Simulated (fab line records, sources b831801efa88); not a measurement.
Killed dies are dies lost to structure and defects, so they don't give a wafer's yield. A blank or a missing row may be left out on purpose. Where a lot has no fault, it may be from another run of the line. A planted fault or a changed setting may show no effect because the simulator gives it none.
fab line records + flow gf180mcu
[record]
- lots = 5
- wafers = 15
- last_day = 34
route steps=602 shown MVSD@68 MVPSD@78 VT_IMPLANT@90
lots with no fault: from the same line, run without faults
start_h: hours from the record's first day to the start of the lot's first wafer shown + wait_h: time in hours since the lot's previous step + " same as the row above + L1.1+2: a single row standing in for several wafers + - no value present, or no start provided + * or withheld: withheld + < > ~ a bound
route shown NAME@n: NAME is a module with steps in the file, n the number in the route of the first one + usual: mean/standard deviation taken from wafers without a fault + same: alike in all rows + chamber/n: place in a boat + sites: each site's reading + _std_site: their standard deviation + _edge_site: the outer-site mean with the inner-site mean subtracted + radius_mm: for every site, how far away it sits from the centre of the wafer + mask NAME#n: copy n + behind: tool/chamber where the wafer was last shaped + hold: why the lot went on hold/how many hours it stayed there/how the hold came to an end + device: the n, p or np transistor that did not switch + end of line: at the end of the route, the tests of the same wafers + where a step has no rows: the recipe by itself + killed: the dies lost at the first sort to structure and to defects; this is not the yield of the wafer + map: shows each die of a wafer: x if killed, . if not, _ if none is there
set.NAME: the run value of the setting; set.NAME@STEP: its run value at that earlier step + model.NAME: the simulator's own value behind a step, which no gauge read
lots seen at some steps along the route; tables by step, rows by wafer
services: when a tool's chamber went out of use (start_h, in hours from the record's first day, below 0 if earlier), for how many hours, and the reason
[[steps]]
[step GF_MVSD_COAT_02]
[recipe]
- spin_rpm = 2000
- resist_thk_nm = 3000
| lot.wafer  | tool           | chamber | start_h | wait_h |
|------------|----------------|---------|---------|--------|
| L074.1+2+4 | litho_track-03 | 0       | 76.39   | 0.1    |
| L075.2+3+4 | litho_track-02 | 0       | 82.30   | 0.1    |
| L092.1+3+6 | litho_track-03 | 0       | 177.59  | 0.1    |
| L094.1+3+4 | litho_track-01 | 0       | 190.03  | 0.1    |
| L096.3+4+5 | litho_track-02 | 0       | 206.42  | 0.1    |
[step GF_MVSD_SOFTBAKE_03]
[recipe]
- temp_c = 110
- time_s = withheld
| lot.wafer  | tool           | chamber | start_h | wait_h |
|------------|----------------|---------|---------|--------|
| L074.1+2+4 | litho_track-03 | 0       | 76.54   | 0.1    |
| L075.2+3+4 | litho_track-02 | 0       | 82.46   | 0.1    |
| L092.1+3+6 | litho_track-03 | 0       | 177.74  | 0.1    |
| L094.1+3+4 | litho_track-01 | 0       | 190.18  | 0.1    |
| L096.3+4+5 | litho_track-02 | 0       | 206.59  | 0.1    |
[step GF_MVSD_EXPOSE_04]
[recipe]
- mask_id = MVSD
- target_cd_nm = 1000
- na = 0.6
- source_shape = conventional
- sigma_outer = 0.6
- dose_mj = 260
| lot.wafer  | tool             | chamber | start_h | wait_h | mask   |
|------------|------------------|---------|---------|--------|--------|
| L074.1+2+4 | iline_stepper-01 | 0       | -       | -      | MVSD#0 |
| L075.2+3+4 | iline_stepper-02 | 0       | -       | -      | MVSD#0 |
| L092.1+3+6 | iline_stepper-01 | 0       | -       | -      | MVSD#0 |
| L094.1+3+4 | iline_stepper-02 | 0       | -       | -      | MVSD#0 |
| L096.3+4+5 | iline_stepper-01 | 0       | -       | -      | MVSD#0 |
[step GF_MVSD_PEB_05]
[recipe]
- temp_c = 115
- time_s = withheld
| lot.wafer  | tool           | chamber | start_h | wait_h |
|------------|----------------|---------|---------|--------|
| L074.1+2+4 | litho_track-03 | 0       | -       | -      |
| L075.2+3+4 | litho_track-01 | 0       | -       | -      |
| L092.1+3+6 | litho_track-03 | 0       | -       | -      |
| L094.1+3+4 | litho_track-01 | 0       | -       | -      |
| L096.3+4+5 | litho_track-02 | 0       | -       | -      |
[step GF_MVSD_DEVELOP_06]
[recipe]
- wall_angle_deg = 90
- develop_time_s = 60
- dev_temp_c = 23
| lot.wafer  | tool           | chamber | start_h | wait_h |
|------------|----------------|---------|---------|--------|
| L074.1+2+4 | litho_track-03 | 0       | -       | -      |
| L075.2+3+4 | litho_track-01 | 0       | -       | -      |
| L092.1+3+6 | litho_track-03 | 0       | -       | -      |
| L094.1+3+4 | litho_track-01 | 0       | -       | -      |
| L096.3+4+5 | litho_track-02 | 0       | -       | -      |
[step GF_MVSD_OVL_MEAS_07]
[usual]
- MVSD_OVL = -0.1/1.4
| lot.wafer | tool       | chamber | start_h | wait_h | MVSD_OVL[nm] |
|-----------|------------|---------|---------|--------|--------------|
| L074.1    | overlay-01 | -       | 83.14   | -      | -3.0         |
| L074.2    | "          | -       | "       | "      | -2.6         |
| L074.4    | "          | -       | "       | "      | -1.3         |
| L075.2    | overlay-02 | -       | 89.14   | -      | 1.0          |
| L075.3    | "          | -       | "       | "      | 1.4          |
| L075.4    | "          | -       | "       | "      | -0.7         |
| L092.1    | overlay-02 | -       | 186.19  | -      | -0.7         |
| L092.3    | "          | -       | "       | "      | -1.1         |
| L092.6    | "          | -       | "       | "      | -1.7         |
| L094.1    | overlay-01 | -       | 198.88  | -      | -1.0         |
| L094.3    | "          | -       | "       | "      | 0.0          |
| L094.4    | "          | -       | "       | "      | -1.1         |
| L096.3    | overlay-02 | -       | 215.29  | -      | 0.3          |
| L096.4    | "          | -       | "       | "      | -0.5         |
| L096.5    | "          | -       | "       | "      | 0.5          |
[step GF_MVSD_IMPLANT_08]
[recipe]
- species = P
- energy_kev = 400
- dose_cm2 = 1.6e+13
- tilt_deg = 0
| lot.wafer  | tool         | chamber | start_h | wait_h |
|------------|--------------|---------|---------|--------|
| L074.1+2+4 | implanter-04 | 0       | 83.18   | 0.0    |
| L075.2+3+4 | implanter-04 | 0       | 89.19   | 0.0    |
| L092.1+3+6 | implanter-04 | 0       | 186.23  | 0.0    |
| L094.1+3+4 | implanter-01 | 0       | 198.91  | 0.0    |
| L096.3+4+5 | implanter-04 | 0       | 215.36  | 0.1    |
[step GF_MVSD_IMPLANT_09]
[recipe]
- species = P
- energy_kev = 100
- dose_cm2 = 5e+12
- tilt_deg = 0
| lot.wafer  | tool         | chamber | start_h | wait_h |
|------------|--------------|---------|---------|--------|
| L074.1+2+4 | implanter-04 | 0       | 83.33   | 0.1    |
| L075.2+3+4 | implanter-04 | 0       | 89.34   | 0.1    |
| L092.1+3+6 | implanter-04 | 0       | 186.38  | 0.1    |
| L094.1+3+4 | implanter-01 | 0       | 199.06  | 0.1    |
| L096.3+4+5 | implanter-04 | 0       | 215.51  | 0.1    |
[step GF_MVSD_STRIP_10]
[recipe]
- chemistry = O2/N2
- power_w = 1400
- pressure_mtorr = 1500
- platen_temp_c = 250
- o2_flow_sccm = 3000
- n2_flow_sccm = 300
- overash_fraction = 0.5
[usual]
- drypump_motor_current_A = 6.0/0.34
- heater_power_w = 335/39
- oes_product_au = 0.722/0.0047
- strip_time_to_endpoint_s = 36.94/0.092
| lot.wafer | tool            | chamber | start_h | wait_h | drypump_motor_current_A | heater_power_w | oes_product_au | rf_hours_counter_h | strip_time_to_endpoint_s |
|-----------|-----------------|---------|---------|--------|-------------------------|----------------|----------------|--------------------|--------------------------|
| L074.1    | plasma_asher-01 | 1       | 83.48   | 0.1    | 6.1                     | 407            | 0.728          | 42                 | 36.90                    |
| L074.2    | "               | 0       | "       | "      | 6.3                     | 284            | 0.724          | 42                 | 36.85                    |
| L074.4    | "               | 1       | "       | "      | 6.1                     | 428            | 0.715          | -                  | 36.78                    |
| L075.2    | plasma_asher-01 | 1       | 89.47   | 0.1    | 6.1                     | 419            | 0.727          | 43                 | 36.83                    |
| L075.3    | "               | 0       | "       | "      | 6.3                     | 286            | 0.725          | -                  | 36.86                    |
| L075.4    | "               | 1       | "       | "      | 6.1                     | 426            | 0.717          | -                  | 36.95                    |
| L092.1    | plasma_asher-03 | 0       | 186.53  | 0.1    | 6.4                     | 350            | 0.723          | 7                  | 36.85                    |
| L092.3    | "               | 0       | "       | "      | 6.4                     | 351            | 0.724          | -                  | 36.98                    |
| L092.6    | "               | 0       | "       | "      | 6.4                     | 360            | 0.719          | -                  | 36.92                    |
| L094.1    | plasma_asher-02 | 1       | 199.21  | 0.1    | 6.0                     | 353            | 0.723          | 43                 | 36.90                    |
| L094.3    | "               | 1       | "       | "      | 6.0                     | 350            | 0.722          | -                  | 37.08                    |
| L094.4    | "               | 0       | "       | "      | 5.6                     | 305            | 0.717          | -                  | 36.91                    |
| L096.3    | plasma_asher-03 | 0       | 215.64  | 0.1    | 6.4                     | 353            | 0.716          | -                  | 37.02                    |
| L096.4    | "               | 1       | "       | "      | 5.6                     | 306            | 0.728          | -                  | 36.89                    |
| L096.5    | "               | 0       | "       | "      | 6.4                     | 355            | 0.719          | -                  | 36.96                    |
[step GF_MVSD_TW_MEAS_11]
[usual]
- MVSD_TW = 1594/23
| lot.wafer | tool          | chamber | start_h | wait_h | MVSD_TW |
|-----------|---------------|---------|---------|--------|---------|
| L074.1    | film_metro-01 | -       | 83.58   | 0.1    | 1610    |
| L074.2    | "             | -       | "       | "      | 1609    |
| L074.4    | "             | -       | "       | "      | 1614    |
| L075.2    | film_metro-03 | -       | 89.58   | 0.1    | 1621    |
| L075.3    | "             | -       | "       | "      | 1619    |
| L075.4    | "             | -       | "       | "      | 1629    |
| L092.1    | film_metro-02 | -       | 186.63  | 0.1    | 1565    |
| L092.3    | "             | -       | "       | "      | 1575    |
| L092.6    | "             | -       | "       | "      | 1571    |
| L094.1    | film_metro-02 | -       | 199.31  | 0.1    | 1571    |
| L094.3    | "             | -       | "       | "      | 1576    |
| L094.4    | "             | -       | "       | "      | 1570    |
| L096.3    | film_metro-03 | -       | 215.73  | 0.1    | 1618    |
| L096.4    | "             | -       | "       | "      | 1627    |
| L096.5    | "             | -       | "       | "      | 1631    |
[step GF_MVPSD_DEHYDRATE_00]
[recipe]
- temp_c = 200
- time_s = 60
[same]
- time_s = 60
| lot.wafer  | tool           | chamber | start_h | wait_h |
|------------|----------------|---------|---------|--------|
| L074.1+2+4 | litho_track-04 | 0       | 89.69   | 6.1    |
| L075.2+3+4 | litho_track-04 | 0       | 96.31   | 6.7    |
| L092.1+3+6 | litho_track-02 | 0       | 194.07  | 7.4    |
| L094.1+3+4 | litho_track-03 | 0       | 207.94  | 8.6    |
| L096.3+4+5 | litho_track-04 | 0       | 223.79  | 8.0    |
[step GF_MVPSD_HMDS_01]
[recipe]
- prime_time_s = 60
- prime_temp_c = 120
[same]
- prime_time_s = 60
| lot.wafer  | tool           | chamber | start_h | wait_h |
|------------|----------------|---------|---------|--------|
| L074.1+2+4 | litho_track-04 | 0       | 89.84   | 0.1    |
| L075.2+3+4 | litho_track-04 | 0       | 96.46   | 0.1    |
| L092.1+3+6 | litho_track-02 | 0       | 194.22  | 0.1    |
| L094.1+3+4 | litho_track-03 | 0       | 208.09  | 0.1    |
| L096.3+4+5 | litho_track-04 | 0       | 223.94  | 0.1    |
[step GF_MVPSD_COAT_02]
[recipe]
- spin_rpm = 2000
- resist_thk_nm = 3000
| lot.wafer  | tool           | chamber | start_h | wait_h |
|------------|----------------|---------|---------|--------|
| L074.1+2+4 | litho_track-04 | 0       | 89.99   | 0.1    |
| L075.2+3+4 | litho_track-04 | 0       | 96.61   | 0.1    |
| L092.1+3+6 | litho_track-02 | 0       | 194.37  | 0.1    |
| L094.1+3+4 | litho_track-03 | 0       | 208.24  | 0.1    |
| L096.3+4+5 | litho_track-04 | 0       | 224.09  | 0.1    |
[step GF_MVPSD_SOFTBAKE_03]
[recipe]
- temp_c = 110
- time_s = withheld
| lot.wafer  | tool           | chamber | start_h | wait_h |
|------------|----------------|---------|---------|--------|
| L074.1+2+4 | litho_track-04 | 0       | 90.14   | 0.1    |
| L075.2+3+4 | litho_track-04 | 0       | 96.77   | 0.1    |
| L092.1+3+6 | litho_track-02 | 0       | 194.52  | 0.1    |
| L094.1+3+4 | litho_track-03 | 0       | 208.39  | 0.1    |
| L096.3+4+5 | litho_track-04 | 0       | 224.25  | 0.1    |
[step GF_MVPSD_EXPOSE_04]
[recipe]
- mask_id = MVPSD
- target_cd_nm = 1000
- na = 0.6
- source_shape = conventional
- sigma_outer = 0.6
- dose_mj = 260
| lot.wafer  | tool             | chamber | start_h | wait_h | mask    |
|------------|------------------|---------|---------|--------|---------|
| L074.1+2+4 | iline_stepper-01 | 0       | -       | -      | MVPSD#0 |
| L075.2+3+4 | iline_stepper-01 | 0       | -       | -      | MVPSD#0 |
| L092.1+3+6 | iline_stepper-01 | 0       | -       | -      | MVPSD#0 |
| L094.1+3+4 | iline_stepper-01 | 0       | -       | -      | MVPSD#0 |
| L096.3+4+5 | iline_stepper-02 | 0       | -       | -      | MVPSD#0 |
[step GF_MVPSD_PEB_05]
[recipe]
- temp_c = 115
- time_s = withheld
| lot.wafer  | tool           | chamber | start_h | wait_h |
|------------|----------------|---------|---------|--------|
| L074.1+2+4 | litho_track-02 | 0       | -       | -      |
| L075.2+3+4 | litho_track-02 | 0       | -       | -      |
| L092.1+3+6 | litho_track-03 | 0       | -       | -      |
| L094.1+3+4 | litho_track-02 | 0       | -       | -      |
| L096.3+4+5 | litho_track-04 | 0       | -       | -      |
[step GF_MVPSD_DEVELOP_06]
[recipe]
- wall_angle_deg = 90
- develop_time_s = 60
- dev_temp_c = 23
| lot.wafer  | tool           | chamber | start_h | wait_h |
|------------|----------------|---------|---------|--------|
| L074.1+2+4 | litho_track-02 | 0       | -       | -      |
| L075.2+3+4 | litho_track-02 | 0       | -       | -      |
| L092.1+3+6 | litho_track-03 | 0       | -       | -      |
| L094.1+3+4 | litho_track-02 | 0       | -       | -      |
| L096.3+4+5 | litho_track-04 | 0       | -       | -      |
[step GF_MVPSD_OVL_MEAS_07]
[usual]
- MVPSD_OVL = 0.5/1.4
| lot.wafer | tool       | chamber | start_h | wait_h | MVPSD_OVL[nm] |
|-----------|------------|---------|---------|--------|---------------|
| L074.1    | overlay-01 | -       | 97.68   | -      | -0.2          |
| L074.2    | "          | -       | "       | "      | -0.4          |
| L074.4    | "          | -       | "       | "      | -0.2          |
| L075.2    | overlay-01 | -       | 103.43  | -      | -2.4          |
| L075.3    | "          | -       | "       | "      | -2.3          |
| L075.4    | "          | -       | "       | "      | -0.8          |
| L092.1    | overlay-02 | -       | 202.94  | -      | 2.8           |
| L092.3    | "          | -       | "       | "      | 3.6           |
| L092.6    | "          | -       | "       | "      | 1.9           |
| L094.1    | overlay-02 | -       | 216.87  | -      | 0.7           |
| L094.3    | "          | -       | "       | "      | 1.3           |
| L094.4    | "          | -       | "       | "      | 2.4           |
| L096.3    | overlay-02 | -       | 233.60  | -      | -0.6          |
| L096.4    | "          | -       | "       | "      | 0.5           |
| L096.5    | "          | -       | "       | "      | 0.1           |
[step GF_MVPSD_IMPLANT_08]
[recipe]
- species = B
- energy_kev = 170
- dose_cm2 = 1.5e+13
- tilt_deg = 0
| lot.wafer  | tool         | chamber | start_h | wait_h |
|------------|--------------|---------|---------|--------|
| L074.1+2+4 | implanter-04 | 0       | 97.71   | 0.0    |
| L075.2+3+4 | implanter-02 | 0       | 103.49  | 0.0    |
| L092.1+3+6 | implanter-02 | 0       | 202.98  | 0.0    |
| L094.1+3+4 | implanter-03 | 0       | 216.91  | 0.0    |
| L096.3+4+5 | implanter-03 | 0       | 233.67  | 0.1    |
[step GF_MVPSD_IMPLANT_09]
[recipe]
- species = B
- energy_kev = 40
- dose_cm2 = 5e+12
- tilt_deg = 0
| lot.wafer  | tool         | chamber | start_h | wait_h |
|------------|--------------|---------|---------|--------|
| L074.1+2+4 | implanter-04 | 0       | 97.86   | 0.1    |
| L075.2+3+4 | implanter-02 | 0       | 103.64  | 0.1    |
| L092.1+3+6 | implanter-02 | 0       | 203.13  | 0.1    |
| L094.1+3+4 | implanter-03 | 0       | 217.06  | 0.1    |
| L096.3+4+5 | implanter-03 | 0       | 233.82  | 0.1    |
[step GF_MVPSD_STRIP_10]
[recipe]
- chemistry = O2/N2
- power_w = 1400
- pressure_mtorr = 1500
- platen_temp_c = 250
- o2_flow_sccm = 3000
- n2_flow_sccm = 300
- overash_fraction = 0.5
[usual]
- drypump_motor_current_A = 5.8/0.39
- heater_power_w = 367/50
- oes_product_au = 0.723/0.0043
- strip_time_to_endpoint_s = 36.91/0.086
| lot.wafer | tool            | chamber | start_h | wait_h | drypump_motor_current_A | heater_power_w | oes_product_au | rf_hours_counter_h | strip_time_to_endpoint_s |
|-----------|-----------------|---------|---------|--------|-------------------------|----------------|----------------|--------------------|--------------------------|
| L074.1    | plasma_asher-01 | 1       | 98.01   | 0.1    | 6.1                     | 418            | 0.727          | 44                 | 36.86                    |
| L074.2    | "               | 0       | "       | "      | 6.3                     | 300            | 0.724          | 44                 | 36.80                    |
| L074.4    | "               | 1       | "       | "      | 6.0                     | 415            | 0.725          | -                  | 36.80                    |
| L075.2    | plasma_asher-04 | 1       | 103.76  | 0.1    | 5.7                     | 388            | 0.725          | 43                 | 36.81                    |
| L075.3    | "               | 0       | "       | "      | 5.2                     | 424            | 0.719          | -                  | 36.87                    |
| L075.4    | "               | 1       | "       | "      | 5.7                     | 379            | 0.725          | -                  | 36.81                    |
| L092.1    | plasma_asher-04 | 0       | 203.28  | 0.1    | 5.2                     | 416            | 0.726          | 53                 | 36.90                    |
| L092.3    | "               | 1       | "       | "      | 5.7                     | 386            | 0.728          | -                  | 36.89                    |
| L092.6    | "               | 0       | "       | "      | 5.2                     | 424            | 0.715          | -                  | 36.93                    |
| L094.1    | plasma_asher-02 | 0       | 217.21  | 0.1    | 5.6                     | 319            | 0.728          | 45                 | 36.67                    |
| L094.3    | "               | 0       | "       | "      | 5.6                     | 314            | 0.722          | -                  | 36.72                    |
| L094.4    | "               | 1       | "       | "      | 6.0                     | 346            | 0.719          | -                  | 36.60                    |
| L096.3    | plasma_asher-04 | 1       | 233.96  | 0.1    | 5.7                     | 389            | 0.734          | -                  | 36.92                    |
| L096.4    | "               | 0       | "       | "      | 5.2                     | 426            | 0.720          | -                  | 36.79                    |
| L096.5    | "               | 1       | "       | "      | 5.7                     | 379            | 0.725          | -                  | 36.85                    |
[step GF_MVPSD_TW_MEAS_11]
[usual]
- MVPSD_TW = 559/7.8
| lot.wafer | tool          | chamber | start_h | wait_h | MVPSD_TW |
|-----------|---------------|---------|---------|--------|----------|
| L074.1    | film_metro-03 | -       | 98.11   | 0.1    | 567      |
| L074.2    | "             | -       | "       | "      | 568      |
| L074.4    | "             | -       | "       | "      | 566      |
| L075.2    | film_metro-02 | -       | 103.87  | 0.1    | 551      |
| L075.3    | "             | -       | "       | "      | 552      |
| L075.4    | "             | -       | "       | "      | 551      |
| L092.1    | film_metro-02 | -       | 203.38  | 0.1    | 553      |
| L092.3    | "             | -       | "       | "      | 545      |
| L092.6    | "             | -       | "       | "      | 549      |
| L094.1    | film_metro-02 | -       | 217.31  | 0.1    | 547      |
| L094.3    | "             | -       | "       | "      | 546      |
| L094.4    | "             | -       | "       | "      | 549      |
| L096.3    | film_metro-02 | -       | 234.04  | 0.1    | 547      |
| L096.4    | "             | -       | "       | "      | 549      |
| L096.5    | "             | -       | "       | "      | 548      |
[step GF_VT_IMPLANT_DEHYDRATE_00]
[recipe]
- temp_c = 200
- time_s = 60
[same]
- time_s = 60
| lot.wafer  | tool           | chamber | start_h | wait_h |
|------------|----------------|---------|---------|--------|
| L074.1+2+4 | litho_track-01 | 0       | 104.18  | 6.1    |
| L075.2+3+4 | litho_track-04 | 0       | 110.76  | 6.9    |
| L092.1+3+6 | litho_track-02 | 0       | 211.42  | 8.0    |
| L094.1+3+4 | litho_track-02 | 0       | 225.67  | 8.4    |
| L096.3+4+5 | litho_track-04 | 0       | 242.14  | 8.1    |
[[services]]
| tool             | chamber | start_h | hours | kind   |
|------------------|---------|---------|-------|--------|
| implanter-01     | -       | 62.08   | 8.0   | pm     |
| plasma_asher-01  | -       | 63.02   | 2.3   | repair |
| implanter-03     | -       | 70.02   | 106.0 | repair |
| plasma_asher-04  | -       | 74.73   | 2.8   | pm     |
| implanter-02     | -       | 96.16   | 2.1   | pm     |
| implanter-01     | -       | 99.93   | 2.0   | repair |
| implanter-04     | -       | 100.68  | 5.2   | repair |
| iline_stepper-01 | -       | 108.17  | 1.7   | pm     |
| plasma_asher-03  | -       | 108.75  | 9.0   | pm     |
| implanter-01     | -       | 109.40  | 1.2   | repair |
| plasma_asher-04  | -       | 125.94  | 0.4   | repair |
| iline_stepper-01 | -       | 146.85  | 0.8   | repair |
| plasma_asher-04  | -       | 175.00  | 3.5   | repair |
| plasma_asher-04  | -       | 179.18  | 1.7   | repair |
| iline_stepper-02 | -       | 187.88  | 1.7   | pm     |
| plasma_asher-03  | -       | 197.43  | 6.9   | repair |
| iline_stepper-02 | -       | 205.93  | 2.1   | pm     |
| plasma_asher-04  | -       | 221.25  | 3.4   | repair |
| implanter-02     | -       | 223.98  | 6.3   | repair |
| implanter-01     | -       | 224.25  | 0.9   | repair |
| plasma_asher-03  | -       | 227.18  | 2.8   | pm     |
| implanter-04     | -       | 228.25  | 6.4   | repair |
| iline_stepper-02 | -       | 238.81  | 11.6  | repair |
| plasma_asher-01  | -       | 240.03  | 42.7  | repair |
[[key]]
fault none
